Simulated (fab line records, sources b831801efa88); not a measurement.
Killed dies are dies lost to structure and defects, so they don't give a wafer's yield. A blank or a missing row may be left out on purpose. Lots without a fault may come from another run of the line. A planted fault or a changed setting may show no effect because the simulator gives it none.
fab line records | flow sky130 | part 1 of 2: steps 1 to 27 of 37
record lots=5 wafers=15 last_day=50
route steps=708 shown METAL4@624 VIA4@639
lots that met no fault: from a run of the same line without faults
start_h: hours from the record's first day to the start of the lot's first wafer shown | wait_h: hours since the lot's step before | " the same as in the row above | L1.1+2: a row that stands for several wafers | - no value, or no start given | * or withheld: withheld | < > ~ a bound
route shown NAME@n: a module of which the file shows steps, and the number in the route of the first | usual: mean/standard deviation of fault-free wafers | same: alike in all rows | chamber/n: place in a boat | sites: the reading at each site | _std_site: their standard deviation | _edge_site: outer sites' mean less inner sites' | radius_mm: how far each site lies from the wafer's centre | mask NAME#n: copy n | behind: the tool/chamber that last shaped the wafer | hold: why the lot was held/for how many hours/how that ended | device: the transistor (n, p or np) that didn't switch | end of line: the same wafers' tests at the end of the route | a step without rows: its recipe alone | killed: dies lost to structure and defects at the first sort, not the wafer's yield | map: a wafer's dies, x killed, . not, _ none there
set.NAME: the setting as run; set.NAME@STEP: as run at that earlier step | model.NAME: the simulator's own value behind a step, which no gauge read
lots at some steps of the route; a table a step, a row a wafer
services: from which hour (start_h, from the record's first day; less than 0 if before it) a tool's chamber was out of use, for how many hours, and why
## steps
# step SKY_METAL4_COAT_08
# recipe resist=KrF-thick spin_rpm=3000 resist_thk_nm=1140
# usual dispense_pressure_kPa=48.6/2.1
# columns lot.wafer tool chamber start_h wait_h dispense_pressure_kPa
L077.1 litho_track-03 0 - - 49.7
L077.3 " 0 " " 49.6
L077.4 " 0 " " 49.6
L081.2 litho_track-01 0 - - 51.2
L081.4 " 0 " " 51.2
L081.5 " 0 " " 51.2
L090.1 litho_track-01 0 - - 51.2
L090.3 " 0 " " 51.3
L090.6 " 0 " " 51.2
L092.2 litho_track-02 0 - - 46.3
L092.3 " 0 " " 46.3
L092.6 " 0 " " 46.3
L095.2 litho_track-03 0 - - 49.6
L095.4 " 0 " " 49.6
L095.6 " 0 " " 49.6
# step SKY_METAL4_SOFTBAKE_09
# recipe temp_c=100 time_s=90 resist=KrF-thick
# columns lot.wafer tool chamber start_h wait_h
L077.1+3+4 litho_track-03 0 - -
L081.2+4+5 litho_track-01 0 - -
L090.1+3+6 litho_track-01 0 - -
L092.2+3+6 litho_track-02 0 - -
L095.2+4+6 litho_track-03 0 - -
# step SKY_METAL4_EXPOSE_10
# recipe mask_id=MM4 na=0.68 source_shape=annular sigma_inner=0.4 sigma_outer=0.8 target_cd_nm=300 dose_mj=28
# usual exposure_dose_mJ_cm2=28.07/0.11 reticle_temp_C=22.99/0.11
# columns lot.wafer tool chamber start_h wait_h mask exposure_dose_mJ_cm2 reticle_temp_C
L077.1 krf_scanner-02 0 - - MM4#0 28.22 22.86
L077.3 " 0 " " MM4#0 28.24 22.83
L077.4 " 0 " " MM4#0 28.25 22.84
L081.2 krf_scanner-01 0 - - MM4#0 28.04 23.13
L081.4 " 0 " " MM4#0 28.01 23.04
L081.5 " 0 " " MM4#0 28.06 23.04
L090.1 krf_scanner-02 0 - - MM4#0 28.19 23.02
L090.3 " 0 " " MM4#0 28.23 22.76
L090.6 " 0 " " MM4#0 28.20 23.02
L092.2 krf_scanner-01 0 - - MM4#0 27.98 22.92
L092.3 " 0 " " MM4#0 27.99 23.01
L092.6 " 0 " " MM4#0 28.00 23.10
L095.2 krf_scanner-01 0 - - MM4#0 28.01 23.03
L095.4 " 0 " " MM4#0 28.05 23.13
L095.6 " 0 " " MM4#0 28.00 23.04
# step SKY_METAL4_PEB_11
# recipe peb_temp_c=withheld peb_time_s=withheld resist=KrF-thick
# columns lot.wafer tool chamber start_h wait_h
L077.1+3+4 litho_track-02 0 - -
L081.2+4+5 litho_track-03 0 - -
L090.1+3+6 litho_track-01 0 - -
L092.2+3+6 litho_track-02 0 - -
L095.2+4+6 litho_track-02 0 - -
# step SKY_METAL4_DEVELOP_12
# recipe develop_time_s=60 resist=KrF-thick dev_temp_c=21
# columns lot.wafer tool chamber start_h wait_h
L077.1+3+4 litho_track-02 0 - -
L081.2+4+5 litho_track-03 0 - -
L090.1+3+6 litho_track-01 0 - -
L092.2+3+6 litho_track-02 0 - -
L095.2+4+6 litho_track-02 0 - -
# step SKY_METAL4_CD_MEAS_13
# recipe target_cd_nm=300
# usual cd_nm=299.9/1.4
# columns lot.wafer tool chamber start_h wait_h cd_nm
L077.1 cd_sem-02 - 1021.45 - 298.2
L077.3 " - " " 297.0
L077.4 " - " " 297.6
L081.2 cd_sem-01 - 1050.07 - 299.7
L081.4 " - " " 300.8
L081.5 " - " " 298.8
L090.1 cd_sem-02 - 1089.40 - 298.6
L090.3 " - " " 299.0
L090.6 " - " " 299.6
L092.2 cd_sem-01 - 1097.82 - 298.3
L092.3 " - " " 299.2
L092.6 " - " " 298.2
L095.2 cd_sem-02 - 1116.42 - 301.0
L095.4 " - " " 301.1
L095.6 " - " " 304.1
# step SKY_METAL4_OVL_MEAS_14
# usual METAL4_OVL=-3/5.8
# columns lot.wafer tool chamber start_h wait_h METAL4_OVL[nm]
L077.1 overlay-02 - 1021.57 0.1 -14
L077.3 " - " " -6
L077.4 " - " " -2
L081.2 overlay-02 - 1050.17 0.1 -2
L081.4 " - " " 2
L081.5 " - " " -4
L090.1 overlay-02 - 1089.52 0.1 -9
L090.3 " - " " -9
L090.6 " - " " 7
L092.2 overlay-02 - 1097.93 0.1 -3
L092.3 " - " " -6
L092.6 " - " " -6
L095.2 overlay-01 - 1116.53 0.1 -4
L095.4 " - " " 1
L095.6 " - " " -12
# step SKY_METAL4_DESCUM_15
# recipe chemistry=O2 source_power_w=150 bias_power_w=0 pressure_mtorr=10 temp_c=40 time_s=8
# usual drypump_motor_current_A=5.90/0.17 oes_product_au=0.994/0.0081
# columns lot.wafer tool chamber start_h wait_h drypump_motor_current_A oes_product_au rf_hours_counter_h
L077.1 rie_metal-02 1 1021.61 0.0 5.67 0.996 7
L077.3 " 1 " " 5.67 0.985 -
L077.4 " 0 " " 6.14 1.005 -
L081.2 rie_metal-02 1 1050.20 0.0 5.66 0.990 9
L081.4 " 1 " " 5.65 0.987 -
L081.5 " 0 " " 6.14 0.991 -
L090.1 rie_metal-01 0 1089.56 0.0 5.96 0.993 23
L090.3 " 0 " " 6.01 0.989 -
L090.6 " 0 " " 5.98 1.001 -
L092.2 rie_metal-02 1 1097.96 0.0 5.66 0.986 13
L092.3 " 0 " " 6.15 0.987 -
L092.6 " 1 " " 5.66 0.985 -
L095.2 rie_metal-02 0 1116.56 0.0 6.14 0.978 11
L095.4 " 0 " " 6.14 0.984 -
L095.6 " 1 " " 5.66 0.984 -
# step SKY_METAL4_ETCH_16
# recipe chemistry=N2/H2 target=BARC ion_energy_ev=200 bias_w=100 pressure_mtorr=30 n2_flow_sccm=100 h2_flow_sccm=200 icp_w=500 stop_on=SiO2 time_s=88.2 target_depth_a=600
# usual bias_w=100.01/0.27 drypump_motor_current_A=5.91/0.17 oes_product_au=0.625/0.0047 throttle_valve_pct=13.205/0.01
# columns lot.wafer tool chamber start_h wait_h bias_w drypump_motor_current_A oes_product_au rf_hours_counter_h throttle_valve_pct
L077.1 rie_metal-02 1 1021.64 0.0 99.94 5.65 0.624 7 13.200
L077.3 " 1 " " 99.65 5.69 0.621 - 13.192
L077.4 " 0 " " 100.24 6.14 0.631 - 13.217
L081.2 rie_metal-02 1 1050.23 0.0 99.66 5.65 0.630 9 13.202
L081.4 " 1 " " 100.01 5.66 0.622 - 13.203
L081.5 " 0 " " 99.83 6.14 0.631 - 13.225
L090.1 rie_metal-01 0 1089.59 0.0 100.07 5.99 0.630 23 13.212
L090.3 " 0 " " 100.44 6.02 0.618 - 13.201
L090.6 " 0 " " 100.45 5.99 0.623 - 13.206
L092.2 rie_metal-02 1 1097.99 0.0 100.10 5.66 0.636 13 13.206
L092.3 " 0 " " 99.93 6.15 0.631 - 13.218
L092.6 " 1 " " 99.70 5.68 0.623 - 13.191
L095.2 rie_metal-02 0 1116.59 0.0 99.94 6.15 0.622 11 13.198
L095.4 " 0 " " 99.93 6.16 0.627 - 13.201
L095.6 " 1 " " 100.77 5.64 0.636 - 13.198
# step SKY_METAL4_ETCH_17
# recipe target=SiO2 stop_on=TiN chemistry=C4F8/O2/Ar source_w=1500 bias_w=1200 pressure_mtorr=40 c4f8_flow_sccm=withheld O2_flow_sccm=6 Ar_flow_sccm=300 time_s=3.9 target_depth_a=150
# usual bias_w=1200/3.7 oes_product_au=0.755/0.0068
# columns lot.wafer tool chamber start_h wait_h bias_w oes_product_au rf_hours_counter_h
L077.1 rie_diel-01 3 1021.74 0.1 1198 0.757 15
L077.3 " 1 " " 1199 0.752 12
L077.4 " 1 " " 1201 0.753 -
L081.2 rie_diel-01 2 1050.33 0.1 1192 0.745 14
L081.4 " 3 " " 1199 0.763 16
L081.5 " 2 " " 1194 0.755 -
L090.1 rie_diel-04 0 1089.69 0.1 1195 0.751 25
L090.3 " 2 " " 1199 0.749 30
L090.6 " 2 " " 1201 0.741 -
L092.2 rie_diel-02 0 1098.09 0.1 1195 0.761 13
L092.3 " 3 " " 1201 0.759 12
L092.6 " 2 " " 1199 0.767 -
L095.2 rie_diel-01 1 1116.69 0.1 1200 0.757 15
L095.4 " 2 " " 1200 0.758 17
L095.6 " 2 " " 1201 0.765 -
# step SKY_METAL4_METAL_ETCH_18
# recipe target_depth_a=8450 stop_on=SiO2 over_etch_frac=0.3 time_s=183.1 chemistry=Cl2/BCl3 resist_sidewall_deg=88 pressure_mtorr=10 icp_w=900 bias_w=48.5 Cl2_flow_sccm=60 bcl3_flow_sccm=30
# usual bias_w=48.48/0.14 drypump_motor_current_A=5.83/0.16 oes_product_au=0.865/0.006 throttle_valve_pct=22.264/0.009
# columns lot.wafer tool chamber start_h wait_h bias_w drypump_motor_current_A oes_product_au rf_hours_counter_h throttle_valve_pct
L077.1 rie_metal-04 0 1021.76 0.0 48.39 5.76 0.864 5 22.267
L077.3 " 0 " " 48.53 5.74 0.867 - 22.267
L077.4 " 1 " " 48.69 5.79 0.858 - 22.266
L081.2 rie_metal-04 1 1050.35 0.0 48.65 5.76 0.857 12 22.264
L081.4 " 1 " " 48.64 5.78 0.861 - 22.258
L081.5 " 0 " " 48.67 5.71 0.872 - 22.258
L090.1 rie_metal-02 1 1089.71 0.0 48.43 5.67 0.868 12 22.266
L090.3 " 1 " " 48.42 5.64 0.864 - 22.266
L090.6 " 1 " " 48.70 5.68 0.866 - 22.264
L092.2 rie_metal-04 0 1098.11 0.0 48.66 5.73 0.862 11 22.255
L092.3 " 0 " " 48.40 5.76 0.862 - 22.259
L092.6 " 0 " " 48.54 5.75 0.855 - 22.266
L095.2 rie_metal-04 0 1116.71 0.0 48.60 5.74 0.866 13 22.275
L095.4 " 1 " " 48.63 5.78 0.872 - 22.259
L095.6 " 0 " " 48.51 5.74 0.868 - 22.266
# step SKY_METAL4_STRIP_19
# recipe chemistry=O2/N2 power_w=1400 pressure_mtorr=1500 platen_temp_c=withheld o2_flow_sccm=3000 n2_flow_sccm=300 overash_fraction=0.5
# usual drypump_motor_current_A=5.5/0.55 o2_flow_sccm=2999/8.7 oes_product_au=0.504/0.0056 strip_time_to_endpoint_s=6.57/0.063
# columns lot.wafer tool chamber start_h wait_h drypump_motor_current_A o2_flow_sccm oes_product_au rf_hours_counter_h strip_time_to_endpoint_s
L077.1 plasma_asher-01 1 1021.94 0.1 6.2 3007 0.509 59 6.67
L077.3 " 1 " " 6.2 3006 0.500 - 6.61
L077.4 " 0 " " 5.3 2999 0.510 - 6.57
L081.2 plasma_asher-01 1 1050.53 0.1 6.2 2993 0.499 61 6.53
L081.4 " 1 " " 6.3 2993 0.508 - 6.52
L081.5 " 0 " " 5.2 2999 0.501 - 6.58
L090.1 plasma_asher-01 1 1089.88 0.1 6.2 3004 0.496 66 6.57
L090.3 " 1 " " 6.2 2995 0.505 - 6.63
L090.6 " 0 " " 5.2 2980 0.503 - 6.63
L092.2 plasma_asher-02 1 1098.29 0.1 5.9 3004 0.501 92 6.52
L092.3 " 1 " " 5.9 2991 0.499 - 6.59
L092.6 " 1 " " 5.9 2998 0.509 - 6.60
L095.2 plasma_asher-02 0 1116.89 0.1 4.8 3010 0.506 95 6.59
L095.4 " 1 " " 5.9 2978 0.499 - 6.47
L095.6 " 0 " " 4.7 2983 0.501 - 6.55
# step SKY_METAL4_STRIP_20
# recipe chemistry=post_etch_residue_remover time_s=1200 temp_c=72.5
# columns lot.wafer tool chamber start_h wait_h
L077.1+3+4 wet_bench-04 2 1022.04 0.1
L081.2+4+5 wet_bench-03 3 1050.63 0.1
L090.1+3+6 wet_bench-03 2 1089.98 0.1
L092.2+3+6 wet_bench-03 3 1098.39 0.1
L095.2+4+6 wet_bench-02 1 1116.99 0.1
# step SKY_METAL4_CLEAN_21
# recipe chemistry=IPA time_s=180 temp_c=25
# columns lot.wafer tool chamber start_h wait_h
L077.1+3+4 wet_bench-04 3 1022.38 0.0
L081.2+4+5 wet_bench-04 1 1050.97 0.0
L090.1+3+6 wet_bench-03 1 1090.33 0.0
L092.2+3+6 wet_bench-02 2 1098.73 0.0
L095.2+4+6 wet_bench-02 1 1117.33 0.0
# step SKY_METAL4_CLEAN_22
# recipe chemistry=O3/DIW dry=n2_spin
# columns lot.wafer tool chamber start_h wait_h
L077.1+3+4 wet_bench-04 2 1022.44 0.0
L081.2+4+5 wet_bench-02 0 1051.03 0.0
L090.1+3+6 wet_bench-03 0 1090.38 0.0
L092.2+3+6 wet_bench-03 3 1098.79 0.0
L095.2+4+6 wet_bench-02 1 1117.39 0.0
# step SKY_VIA4_HDPCVD_00
# recipe material=SiO2 target_thk_nm=1750 sigma_open_frac=0.3 time_s=291.7 temp_c=400 sih4_flow_sccm=60 pressure_mtorr=6
# usual sih4_flow_sccm=60.00/0.18
# columns lot.wafer tool chamber start_h wait_h sih4_flow_sccm
L077.1 hdpcvd-01 2 1022.53 0.0 60.27
L077.3 " 1 " " 59.90
L077.4 " 2 " " 60.18
L081.2 hdpcvd-02 1 1051.13 0.0 60.31
L081.4 " 2 " " 60.11
L081.5 " 0 " " 59.88
L090.1 hdpcvd-02 1 1090.48 0.0 60.00
L090.3 " 2 " " 60.07
L090.6 " 0 " " 60.09
L092.2 hdpcvd-02 0 1098.88 0.0 59.97
L092.3 " 1 " " 59.97
L092.6 " 1 " " 59.88
L095.2 hdpcvd-02 2 1117.48 0.0 59.91
L095.4 " 2 " " 59.68
L095.6 " 1 " " 59.97
# step SKY_VIA4_THK_MEAS_01
# recipe reads=SiO2_of_VIA4_HDPCVD_00
# usual VIA4_HDPCVD_THK=1745/18
# columns lot.wafer tool chamber start_h wait_h VIA4_HDPCVD_THK[nm]
L077.1 film_metro-03 - 1022.71 0.1 1738
L077.3 " - " " 1754
L077.4 " - " " 1752
L081.2 film_metro-04 - 1051.32 0.1 1747
L081.4 " - " " 1771
L081.5 " - " " 1740
L090.1 film_metro-01 - 1090.66 0.1 1777
L090.3 " - " " 1760
L090.6 " - " " 1782
L092.2 film_metro-03 - 1099.07 0.1 1749
L092.3 " - " " 1731
L092.6 " - " " 1741
L095.2 film_metro-03 - 1117.67 0.1 1773
L095.4 " - " " 1755
L095.6 " - " " 1743
# step SKY_VIA4_CMP_02
# recipe material=SiO2 down_force_psi=4 platen_rpm=60 pad_velocity_m_s=0.94248
# usual motor_current_A=11.7/1.8
# columns lot.wafer tool chamber start_h wait_h motor_current_A
L077.1 cmp-01 2 1022.77 0.1 12.4
L077.4 " 0 " " 8.4
L077.3 " 1 " " 12.4
L081.4 cmp-01 3 1051.37 0.0 10.7
L081.2 " 2 " " 12.4
L081.5 " 3 " " 10.5
L090.1 cmp-02 1 1090.82 0.1 11.2
L090.3 " 2 " " 15.2
L090.6 " 3 " " 12.2
L092.2 cmp-01 1 1099.17 0.1 12.7
L092.3 " 2 " " 12.7
L092.6 " 0 " " 8.6
L095.2 cmp-01 2 1117.72 0.0 13.2
L095.4 " 1 " " 13.0
L095.6 " 2 " " 12.4
# step SKY_VIA4_BOW_MEAS_03
# recipe mode=bow
# usual VIA4_BOW=81/9.1
# columns lot.wafer tool chamber start_h wait_h VIA4_BOW[um]
L077.1 film_metro-01 - 1023.07 0.2 78
L077.3 " - " " 97
L077.4 " - " " 85
L081.2 film_metro-03 - 1051.69 0.1 74
L081.4 " - " " 79
L081.5 " - " " 66
L090.1 film_metro-01 - 1091.02 0.1 83
L090.3 " - " " 69
L090.6 " - " " 86
L092.2 film_metro-04 - 1099.44 0.2 82
L092.3 " - " " 87
L092.6 " - " " 96
L095.2 film_metro-03 - 1118.04 0.3 73
L095.4 " - " " 69
L095.6 " - " " 71
# step SKY_VIA4_DEHYDRATE_04
# recipe temp_c=200 time_s=60
# columns lot.wafer tool chamber start_h wait_h
L077.1+3+4 litho_track-04 0 1033.75 10.7
L081.2+4+5 litho_track-01 0 1062.68 11.0
L090.1+3+6 litho_track-03 0 1101.90 10.9
L092.2+3+6 litho_track-04 0 1109.37 9.9
L095.2+4+6 litho_track-01 0 1128.28 10.2
# step SKY_VIA4_HMDS_05
# recipe prime_time_s=60 prime_temp_c=120
# columns lot.wafer tool chamber start_h wait_h
L077.1+3+4 litho_track-04 0 1033.90 0.1
L081.2+4+5 litho_track-01 0 1062.83 0.1
L090.1+3+6 litho_track-03 0 1102.05 0.1
L092.2+3+6 litho_track-04 0 1109.52 0.1
L095.2+4+6 litho_track-01 0 1128.43 0.1
# step SKY_VIA4_COAT_06
# recipe resist=NOVOLAK spin_rpm=3000 resist_thk_nm=1140
# usual dispense_pressure_kPa=50.7/0.62
# columns lot.wafer tool chamber start_h wait_h dispense_pressure_kPa
L077.1 litho_track-04 0 1034.05 0.1 50.5
L077.3 " 0 " " 50.5
L077.4 " 0 " " 50.5
L081.2 litho_track-01 0 1062.98 0.1 51.2
L081.4 " 0 " " 51.2
L081.5 " 0 " " 51.2
L090.1 litho_track-03 0 1102.20 0.1 49.7
L090.3 " 0 " " 49.7
L090.6 " 0 " " 49.7
L092.2 litho_track-04 0 1109.67 0.1 50.5
L092.3 " 0 " " 50.6
L092.6 " 0 " " 50.6
L095.2 litho_track-01 0 1128.58 0.1 51.2
L095.4 " 0 " " 51.2
L095.6 " 0 " " 51.2
# step SKY_VIA4_SOFTBAKE_07
# recipe temp_c=90 time_s=60 resist=NOVOLAK
# columns lot.wafer tool chamber start_h wait_h
L077.1+3+4 litho_track-04 0 1034.20 0.1
L081.2+4+5 litho_track-01 0 1063.13 0.1
L090.1+3+6 litho_track-03 0 1102.35 0.1
L092.2+3+6 litho_track-04 0 1109.82 0.1
L095.2+4+6 litho_track-01 0 1128.73 0.1
# step SKY_VIA4_EXPOSE_08
# recipe mask_id=VIM4 na=0.6 source_shape=conventional sigma_outer=0.6 polarization=unpolarized target_cd_nm=800 dose_mj=132
# usual exposure_dose_mJ_cm2=132.02/0.11 reticle_temp_C=22.98/0.11
# columns lot.wafer tool chamber start_h wait_h mask exposure_dose_mJ_cm2 reticle_temp_C
L077.1 iline_stepper-01 0 - - VIM4#0 131.99 22.99
L077.3 " 0 " " VIM4#0 132.10 22.99
L077.4 " 0 " " VIM4#0 131.85 23.02
L081.2 iline_stepper-01 0 - - VIM4#0 131.71 23.01
L081.4 " 0 " " VIM4#0 132.00 22.84
L081.5 " 0 " " VIM4#0 132.17 22.87
L090.1 iline_stepper-02 0 - - VIM4#0 131.85 22.79
L090.3 " 0 " " VIM4#0 131.95 22.80
L090.6 " 0 " " VIM4#0 131.92 22.65
L092.2 iline_stepper-02 0 - - VIM4#0 132.02 23.07
L092.3 " 0 " " VIM4#0 132.25 23.05
L092.6 " 0 " " VIM4#0 132.12 23.10
L095.2 iline_stepper-01 0 - - VIM4#0 132.08 23.03
L095.4 " 0 " " VIM4#0 132.15 23.18
L095.6 " 0 " " VIM4#0 132.12 23.02
# step SKY_VIA4_PEB_09
# recipe temp_c=withheld time_s=* resist=NOVOLAK
# columns lot.wafer tool chamber start_h wait_h
L077.1+3+4 litho_track-04 0 - -
L081.2+4+5 litho_track-01 0 - -
L090.1+3+6 litho_track-04 0 - -
L092.2+3+6 litho_track-04 0 - -
L095.2+4+6 litho_track-03 0 - -
# step SKY_VIA4_DEVELOP_10
# recipe resist=NOVOLAK developer=TMAH develop_time_s=60 dev_temp_c=23
# columns lot.wafer tool chamber start_h wait_h
L077.1+3+4 litho_track-04 0 1044.95 0.1
L081.2+4+5 litho_track-01 0 1073.33 0.1
L090.1+3+6 litho_track-04 0 1111.85 0.1
L092.2+3+6 litho_track-04 0 1119.07 0.1
L095.2+4+6 litho_track-03 0 1138.02 0.1
# step SKY_VIA4_OVL_MEAS_11
# usual VIA4_OVL=-1.1/1.3
# columns lot.wafer tool chamber start_h wait_h VIA4_OVL[nm]
L077.1 overlay-02 - 1045.10 0.1 -2.0
L077.3 " - " " 0.1
L077.4 " - " " -2.8
L081.2 overlay-02 - 1073.46 0.1 -1.1
L081.4 " - " " -1.2
L081.5 " - " " -1.8
L090.1 overlay-02 - 1112.00 0.1 -2.8
L090.3 " - " " -1.9
L090.6 " - " " -2.2
L092.2 overlay-02 - 1119.21 0.1 -2.7
L092.3 " - " " -3.1
L092.6 " - " " -2.0
L095.2 overlay-01 - 1138.15 0.1 -0.3
L095.4 " - " " 0.6
L095.6 " - " " -0.2
